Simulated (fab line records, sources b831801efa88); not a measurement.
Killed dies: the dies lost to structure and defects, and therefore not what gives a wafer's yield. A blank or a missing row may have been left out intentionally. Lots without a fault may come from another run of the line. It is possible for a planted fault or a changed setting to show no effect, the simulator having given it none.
Matching of chambers || flow sky130 || rie_diel-02 running SKY_CONTACT_ETCH_16: 4 sister chambers
The step etches BARC in N2/H2, stops on SiO2, time 45.9 s, target depth 60 nm. 22 wafers are shown with their chamber, then 11 later ones without.

EACH WAFER AND ITS CHAMBER
{"wafer": "L074.1", "chamber": 1, "oes_product_au (a.u.)": 0.865, "throttle_valve_pct (%)": 13.230}
{"wafer": "L074.2", "chamber": 2, "oes_product_au (a.u.)": 0.862, "throttle_valve_pct (%)": 13.212}
{"wafer": "L074.4", "chamber": 1, "oes_product_au (a.u.)": 0.862, "throttle_valve_pct (%)": 13.219}
{"wafer": "L076.2", "chamber": 2, "oes_product_au (a.u.)": 0.855, "throttle_valve_pct (%)": 13.220}
{"wafer": "L076.3", "chamber": 3, "oes_product_au (a.u.)": 0.857, "throttle_valve_pct (%)": 13.230}
{"wafer": "L076.5", "chamber": 1, "oes_product_au (a.u.)": 0.852, "throttle_valve_pct (%)": 13.227}
{"wafer": "L075.3", "chamber": 2, "oes_product_au (a.u.)": 0.853, "throttle_valve_pct (%)": 13.220}
{"wafer": "L075.4", "chamber": 2, "oes_product_au (a.u.)": 0.851, "throttle_valve_pct (%)": 13.219}
{"wafer": "L075.5", "chamber": 3, "oes_product_au (a.u.)": 0.860, "throttle_valve_pct (%)": 13.239}
{"wafer": "L077.1", "chamber": 2, "oes_product_au (a.u.)": 0.854, "throttle_valve_pct (%)": 13.241}
{"wafer": "L077.4", "chamber": 3, "oes_product_au (a.u.)": 0.851, "throttle_valve_pct (%)": 13.215}
{"wafer": "L077.5", "chamber": 0, "oes_product_au (a.u.)": 0.857, "throttle_valve_pct (%)": 13.228}
{"wafer": "L078.2", "chamber": 2, "oes_product_au (a.u.)": 0.854, "throttle_valve_pct (%)": 13.234}
{"wafer": "L078.3", "chamber": 1, "oes_product_au (a.u.)": 0.848, "throttle_valve_pct (%)": 13.215}
{"wafer": "L078.4", "chamber": 3, "oes_product_au (a.u.)": 0.857, "throttle_valve_pct (%)": 13.234}
{"wafer": "L079.3", "chamber": 3, "oes_product_au (a.u.)": 0.858, "throttle_valve_pct (%)": 13.224}
{"wafer": "L079.4", "chamber": 1, "oes_product_au (a.u.)": 0.847, "throttle_valve_pct (%)": 13.232}
{"wafer": "L079.5", "chamber": 1, "oes_product_au (a.u.)": 0.851, "throttle_valve_pct (%)": 13.217}
{"wafer": "L081.1", "chamber": 1, "oes_product_au (a.u.)": 0.850, "throttle_valve_pct (%)": 13.229}
{"wafer": "L081.2", "chamber": 2, "oes_product_au (a.u.)": 0.854, "throttle_valve_pct (%)": 13.218}
{"wafer": "L081.3", "chamber": 0, "oes_product_au (a.u.)": 0.853, "throttle_valve_pct (%)": 13.229}
{"wafer": "L090.2", "chamber": 0, "oes_product_au (a.u.)": 0.851, "throttle_valve_pct (%)": 13.220}

SIGNATURES (averages over the wafers above)
{"reading": "oes_product_au", "chamber 0": 0.85367, "chamber 1": 0.85357, "chamber 2": 0.85471, "chamber 3": 0.85660, "scatter within a chamber": 0.0049}
{"reading": "throttle_valve_pct", "chamber 0": 13.22567, "chamber 1": 13.22414, "chamber 2": 13.22343, "chamber 3": 13.22840, "scatter within a chamber": 0.00852}
Rule: a wafer lies at a distance from a chamber equal to the root of the sum of squares, over the readings, of (its reading less the chamber's mean, divided by the reading's scatter). The wafer belongs to the nearest chamber; if the next one is less than 2 further off, it can't be placed. The scatter is the square root of a quotient: the sum, over the shown wafers, of each reading's squared deviation from its chamber's mean, divided by wafers minus chambers.

WAFERS MISSING THEIR CHAMBER
{"wafer": "L090.4", "oes_product_au (a.u.)": 0.865, "throttle_valve_pct (%)": 13.208}
{"wafer": "L090.5", "oes_product_au (a.u.)": 0.848, "throttle_valve_pct (%)": 13.232}
{"wafer": "L091.1", "oes_product_au (a.u.)": 0.853, "throttle_valve_pct (%)": 13.222}
{"wafer": "L091.2", "oes_product_au (a.u.)": 0.855, "throttle_valve_pct (%)": 13.237}
{"wafer": "L091.4", "oes_product_au (a.u.)": 0.861, "throttle_valve_pct (%)": 13.214}
{"wafer": "L095.1", "oes_product_au (a.u.)": 0.854, "throttle_valve_pct (%)": 13.234}
{"wafer": "L095.3", "oes_product_au (a.u.)": 0.848, "throttle_valve_pct (%)": 13.213}
{"wafer": "L095.4", "oes_product_au (a.u.)": 0.853, "throttle_valve_pct (%)": 13.236}
{"wafer": "L097.1", "oes_product_au (a.u.)": 0.842, "throttle_valve_pct (%)": 13.240}
{"wafer": "L097.3", "oes_product_au (a.u.)": 0.849, "throttle_valve_pct (%)": 13.210}
{"wafer": "L097.4", "oes_product_au (a.u.)": 0.857, "throttle_valve_pct (%)": 13.212}

CHAMBER TAKEN BY EACH
{"wafer": "L090.4", "from the rows above": "can't be placed: 2 or 3 or 1 or 0", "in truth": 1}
{"wafer": "L090.5", "from the rows above": "can't be placed: 0 or 1 or 2 or 3", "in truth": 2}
{"wafer": "L091.1", "from the rows above": "can't be placed: 1 or 2 or 0 or 3", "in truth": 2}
{"wafer": "L091.2", "from the rows above": "can't be placed: 3 or 0 or 1 or 2", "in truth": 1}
{"wafer": "L091.4", "from the rows above": "can't be placed: 2 or 3 or 1 or 0", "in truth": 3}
{"wafer": "L095.1", "from the rows above": "can't be placed: 3 or 0 or 1 or 2", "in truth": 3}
{"wafer": "L095.3", "from the rows above": "can't be placed: 1 or 2 or 0 or 3", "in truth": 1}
{"wafer": "L095.4", "from the rows above": "can't be placed: 3 or 0 or 1 or 2", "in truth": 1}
{"wafer": "L097.1", "from the rows above": "can't be placed: 0 or 1 or 2 or 3", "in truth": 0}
{"wafer": "L097.3", "from the rows above": "can't be placed: 1 or 2 or 0 or 3", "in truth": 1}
{"wafer": "L097.4", "from the rows above": "can't be placed: 2 or 1 or 0 or 3", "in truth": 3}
Placed correctly: 0 of 11. Unplaceable from these rows: 11, with the true chamber sitting among the candidates in 11. 0 placed wrongly.
